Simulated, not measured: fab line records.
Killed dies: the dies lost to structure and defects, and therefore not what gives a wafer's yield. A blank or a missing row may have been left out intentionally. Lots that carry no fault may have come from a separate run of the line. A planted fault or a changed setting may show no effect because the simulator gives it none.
A struck lot beside a sound one ; flow sfq-line ; 42 steps out of a route of 325
Sound: these wafers, L570.2, L570.3, L570.5. Struck: wafer L575.4 (left out: L575.3, L575.5 of the same lot, which were not struck); the cause appears at the end.
Order at every step that has rows: each side's tool, ch and its chambers, its first start. Under that, the readings that differ: sound wafers ; struck wafers ; difference of the means ; sigmas: that difference in standard deviations of wafers without a fault.
alike: same words and numbers on both sides, and readings whose means sit less than 2 such deviations apart. not compared: any withheld reading, any reading some wafer has no value for, any bound like >300 that may hide the same value, and any number with overlapping values for which the record gives no deviation.
The two part at a step that has a row with sigmas, a row that says differs or no value, or rows on one side only. Numbers that don't overlap but have no deviation are shown without sigmas and don't part them. A reading missing from all wafers of one side parts the sides only when that side holds two or more wafers.

first, 6 steps without rows for these wafers: SFQ_TRILAYER_M0_LITHO_COAT_026 (resist thk 62 nm); SFQ_TRILAYER_M0_LITHO_COAT_021 (resist thk 600 nm); SFQ_TRILAYER_M0_LITHO_SOFTBAKE_025; SFQ_TRILAYER_M0_LITHO_EXPOSE_022 (exposes mask M0, target cd 500 nm); SFQ_TRILAYER_M0_LITHO_PEB_024 (peb time 60 s); SFQ_TRILAYER_M0_LITHO_DEVELOP_023 (time 60 s).
SFQ_M0_OVL_MEAS_906:
  sound on overlay-02 at day 6 19:42; struck on overlay-01 at day 8 11:04
  alike: M0_OVL
SFQ_TRILAYER_M0_BARC_OPEN_METAL_ETCH_031: etches BARC in O2, target depth 125 nm, time 41.7 s.
  sound on rie-metal-03 ch 0,1, day 6 19:44; struck on rie-metal-04 ch 0, day 8 11:06
  alike: drypump-motor-current-A, oes-product-au
  not compared: rf-hours-counter-h
SFQ_TRILAYER_M0_ETCH_METAL_ETCH_024: etches Nb in Cl2/Ar, stops on SiO2, target depth 240 nm, time 120 s.
  sound on rie-metal-03 ch 0,1, day 6 19:47; struck on rie-metal-04 ch 0, day 8 11:11
  alike: drypump-motor-current-A, oes-product-au
  not compared: rf-hours-counter-h
SFQ_TRILAYER_M0_STRIP_STRIP_025: strips in O2.
  sound on rie-metal-03 ch 0,1, day 6 19:55; struck on rie-metal-04 ch 0, day 8 11:28
  alike: drypump-motor-current-A, oes-product-au
  not compared: rf-hours-counter-h
then, 1 step without rows for these wafers: SFQ_TRILAYER_M0_STRIP_SOLV_CLEAN_026 (cleans in NMP, time 600 s).
SFQ_TRILAYER_I0_DEP_PECVD_027: deposits SiO2 from SiH4/N2O, time 111.11 s, target thk 500 nm.
  sound on pecvd-01 ch 0,1,2, day 6 20:42; struck on pecvd-02 ch 2, day 8 12:13
  alike: heater-power-w, throttle-valve-pct
SFQ_TRILAYER_I0_CMP_CMP_028: polishes SiO2.
  sound on cmp-01 ch 0,2,3, day 7 07:20; struck on cmp-02 ch 0, day 8 15:48
reading;sound;struck;difference;sigmas
time-to-endpoint-s (s);209 222 211;187;-27;-3
model.SiO2_of_TRILAYER_I0_DEP_PECVD_027.thk-nm (nm);199.2 199.9 200;248.2;+48.5;
  alike: motor-current-A, platen-rpm
SFQ_I0_BOW_MEAS_907:
  sound on film-metro-02 at day 7 09:51; struck on film-metro-01 at day 8 17:20
  alike: I0_BOW
SFQ_TRILAYER_I0_METRO_MEASURE_029:
  sound on film-metro-02 at day 7 10:09; struck on film-metro-01 at day 8 17:49
reading;sound;struck;difference;sigmas
thk-nm (nm);199.2 200.0 200.2;248.0;+48.2;+48
then, 6 steps without rows for these wafers: SFQ_TRILAYER_I0_VIA_LITHO_COAT_036 (resist thk 62 nm); SFQ_TRILAYER_I0_VIA_LITHO_COAT_031 (resist thk 650 nm); SFQ_TRILAYER_I0_VIA_LITHO_SOFTBAKE_035; SFQ_TRILAYER_I0_VIA_LITHO_EXPOSE_032 (exposes mask I0, target cd 500 nm); SFQ_TRILAYER_I0_VIA_LITHO_PEB_034 (peb time 60 s); SFQ_TRILAYER_I0_VIA_LITHO_DEVELOP_033 (time 60 s).
-- the record jumps here: 4 days lie between the struck wafers' starts before and after --
SFQ_I0_OVL_MEAS_908:
  sound on overlay-02 at day 11 07:07; struck on overlay-02 at day 12 14:20
reading;sound;struck;difference;sigmas
I0_OVL (nm);2 5 2;-8;-11;-2
then, 1 step without rows for these wafers: SFQ_TRILAYER_I0_VIA_BARC_OPEN_VIA_ETCH_046 (etches BARC in O2, target depth 125 nm, time 41.7 s).
SFQ_TRILAYER_I0_VIA_ETCH_VIA_ETCH_034: etches SiO2 in CHF3, stops on Nb, target depth 260 nm.
  sound on rie-diel-01 ch 0,1,2, day 11 07:11; struck on rie-diel-03 ch 2, day 12 14:23
reading;sound;struck;difference;sigmas
oes-product-au (a.u.);0.855 0.851 0.854;0.970;+0.117;+24
model.I0.feature-depth-nm (nm);199.2 199.9 200;248.2;+48.5;
model.etch.depth-nm (nm);199.2 199.9 200;248.2;+48.5;
  alike: drypump-motor-current-A
then, 2 steps without rows for these wafers: SFQ_TRILAYER_I0_VIA_STRIP_STRIP_035 (strips in O2); SFQ_TRILAYER_I0_VIA_STRIP_SOLV_CLEAN_036 (cleans in NMP, time 600 s).
SFQ_TRILAYER_M1_DEP_PRE_CLEAN_038: time 22.5 s.
  sound on pvd-sputter-03 at day 11 08:06; struck on pvd-sputter-06 at day 12 15:17
reading;sound;struck;difference;sigmas
model.SiO2_of_TRILAYER_I0_DEP_PECVD_027.thk-nm (nm);191.7 192.4 192.5;240.7;+48.5;
then, 1 step without rows for these wafers: SFQ_TRILAYER_M1_DEP_SPUTTER_037 (material Nb, target thk 200 nm, time 133.3 s).
SFQ_M1_RS_MEAS_909: a four-point-probe measurement.
  sound on film-metro-01 at day 11 08:14; struck on film-metro-04 at day 12 15:27
  alike: M1_NB_RS
then, 6 steps without rows for these wafers: SFQ_TRILAYER_M1_LITHO_COAT_044 (resist thk 62 nm); SFQ_TRILAYER_M1_LITHO_COAT_039 (resist thk 600 nm); SFQ_TRILAYER_M1_LITHO_SOFTBAKE_043; SFQ_TRILAYER_M1_LITHO_EXPOSE_040 (exposes mask M1, target cd 500 nm); SFQ_TRILAYER_M1_LITHO_PEB_042 (peb time 60 s); SFQ_TRILAYER_M1_LITHO_DEVELOP_041 (time 60 s).
SFQ_M1_OVL_MEAS_911:
  sound on overlay-01 at day 12 11:54; struck on overlay-01 at day 13 15:31
  alike: M1_OVL
SFQ_TRILAYER_M1_BARC_OPEN_METAL_ETCH_054: etches BARC in O2, target depth 125 nm, time 41.7 s.
  sound on rie-metal-04 ch 0,1, day 12 11:56; struck on rie-metal-02 ch 1, day 13 15:33
reading;sound;struck;difference;sigmas
oes-product-au (a.u.);0.686 0.690 0.696;0.680;-0.011;-2
  alike: drypump-motor-current-A
  not compared: rf-hours-counter-h
then, 4 steps without rows for these wafers: SFQ_TRILAYER_M1_ETCH_METAL_ETCH_042 (etches Nb in Cl2/Ar, stops on SiO2, target depth 240 nm, time 120 s); SFQ_TRILAYER_M1_STRIP_STRIP_043 (strips in O2); SFQ_TRILAYER_M1_STRIP_SOLV_CLEAN_044 (cleans in NMP, time 600 s); SFQ_TRILAYER_I1_DEP_PECVD_045 (deposits SiO2 from SiH4/N2O, time 111.11 s, target thk 500 nm).
-- the record jumps here: 72 days lie between the struck wafers' starts before and after --
SFQ_M8_BOW_MEAS_951:
  sound on film-metro-03 at day 85 01:29; struck on film-metro-01 at day 85 14:34
reading;sound;struck;difference;sigmas
model.etest.i0.link-ohm;1.978 1.972 1.949;2.03;+0.06;
  alike: M8_BOW

== WHERE THEY PART ==
At SFQ_TRILAYER_I0_CMP_CMP_028 first; at SFQ_TRILAYER_M1_BARC_OPEN_METAL_ETCH_054 last (within this record only). Later steps at which nothing parts them and some readings are alike: SFQ_M8_BOW_MEAS_951.

WHY: what had been put in by the simulator
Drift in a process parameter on cmp-02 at SFQ_TRILAYER_I0_CMP_CMP_028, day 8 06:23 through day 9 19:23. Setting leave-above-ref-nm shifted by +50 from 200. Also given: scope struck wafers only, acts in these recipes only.
